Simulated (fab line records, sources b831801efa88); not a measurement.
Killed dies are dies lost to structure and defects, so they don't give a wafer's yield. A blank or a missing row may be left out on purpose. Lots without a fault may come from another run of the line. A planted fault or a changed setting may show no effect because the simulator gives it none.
A struck lot beside a sound one | flow gf180mcu | 21 steps out of a route of 602
Sound: wafers L877.2, L877.5, L877.6. Struck: wafers L880.1, L880.2. The cause comes at the end.
At each step with rows: each side's tool, then ch and its chambers, then its first start. Under that, the readings that differ: sound wafers | struck wafers | difference of the means | sigmas: that difference in standard deviations of wafers without a fault.
alike: readings whose means differ by less than 2 such deviations, and words and numbers that are the same on both sides. not compared: withheld readings, readings that some wafer has no value for, bounds like >300 that may hide the same value, and numbers for which the record gives no deviation and whose values overlap.
The two part at a step that has a row with sigmas, a row that says differs or no value, or rows on one side only. Numbers that don't overlap but have no deviation are shown without sigmas and don't part them. A reading that every wafer of one side lacks parts them only if that side has two wafers or more.

first, 2 steps without rows for these wafers: GF_M5_CLEAN_13 (cleans in DIW); GF_V5_CVD_00 (deposits SiO2, target thk 300 nm, time 50 s).
GF_V5_THK_MEAS_01:
  sound on film_metro-04, day 28 03:01; struck on film_metro-03, day 28 23:58
  alike: V5_CVD_00_THK
GF_V5_CVD_02: deposits SiO2 from TEOS, target thk 1450 nm, time 163.28 s.
  sound on pecvd-04 ch 0,1, day 28 03:04; struck on pecvd-02 ch 0,2, day 29 00:01
  alike: heater_power_w
GF_V5_THK_MEAS_03:
  sound on film_metro-04, day 28 03:11; struck on film_metro-03, day 29 00:07
  alike: V5_CVD_02_THK
GF_V5_CMP_04: polishes SiO2.
  sound on cmp-02 ch 0,1,3, day 28 03:29; struck on cmp-01 ch 0,2, day 29 00:11
  alike: motor_current_A
GF_V5_BOW_MEAS_05:
  sound on film_metro-04, day 28 03:40; struck on film_metro-03, day 29 00:29
  alike: V5_BOW
then, 5 steps without rows for these wafers: GF_V5_DEHYDRATE_06 (time 60 s); GF_V5_HMDS_07 (prime time 60 s); GF_V5_COAT_08; GF_V5_COAT_09 (resist thk 1000 nm); GF_V5_SOFTBAKE_10 (time 60 s).
GF_V5_EXPOSE_11: exposes mask Via5, target cd 260 nm.
  sound on krf_scanner-02 ch 0, day 28 14:08; struck on krf_scanner-02 ch 0, day 29 10:02
  reading              | sound             | struck      | difference | sigmas
  exposure_dose_mJ_cm2 | 38.02 37.94 37.95 | 47.71 47.70 | +9.73      | +99 or more
  alike: mask
then, 2 steps without rows for these wafers: GF_V5_PEB_12 (peb time 90 s); GF_V5_DEVELOP_13 (develop time 60 s).
GF_V5_CD_MEAS_14: target cd 260 nm.
  sound on cd_sem-02, day 28 23:50; struck on cd_sem-01, day 29 19:44
  reading    | sound             | struck      | difference | sigmas
  cd_nm (nm) | 260.4 260.0 260.4 | 295.2 294.4 | +34.5      | +31
GF_V5_OVL_MEAS_15:
  sound on overlay-02, day 28 23:56; struck on overlay-01, day 29 19:52
  alike: V5_OVL
GF_V5_ETCH_16: etches BARC in N2/H2.
  sound on rie_diel-02 ch 1,2,3, day 28 23:58; struck on rie_diel-02 ch 0,1, day 29 19:53
  reading             | sound           | struck      | difference | sigmas
  model.V5.cd_nm (nm) | 259.9 260 259.5 | 295.4 295.7 | +35.7      |
  alike: bias_w, drypump_motor_current_A, oes_product_au, throttle_valve_pct
GF_V5_ETCH_17: etches SiO2 in C4F8/O2/Ar, stops on TiN, target depth 855 nm.
  sound on rie_diel-02 ch 1,2,3; struck on rie_diel-02 ch 0,1
  reading             | sound             | struck    | difference | sigmas
  model.V5.cd_nm (nm) | 259.2 258.3 259.5 | 296.6 296 | +37.3      |
  alike: bias_w, oes_product_au
GF_V5_STRIP_18: strips in O2/N2.
  sound on plasma_asher-04 ch 0,1, day 29 00:08; struck on plasma_asher-03 ch 0,1, day 29 20:03
  alike: drypump_motor_current_A, heater_power_w, o2_flow_sccm, oes_product_au
  not compared: rf_hours_counter_h
GF_PASSIVATION_PROBE_99:
  sound on prober-02, day 30 18:11; struck on prober-01, day 31 12:54
  reading                       | sound            | struck      | difference | sigmas
  model.etest.via5_chain.rc_ohm | 6.881 6.92 6.918 | 5.471 5.285 | -1.528     |

WHERE THEY PART
First at GF_V5_EXPOSE_11; last, within this record, at GF_V5_CD_MEAS_14. Later steps at which nothing parts them and some readings are alike: GF_V5_OVL_MEAS_15, GF_V5_ETCH_16, GF_V5_ETCH_17, GF_V5_STRIP_18.

WHY: what the simulator had put in
Process parameter drift: krf_scanner-02, from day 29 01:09 on, at GF_V5_EXPOSE_11. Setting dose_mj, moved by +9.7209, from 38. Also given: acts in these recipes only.
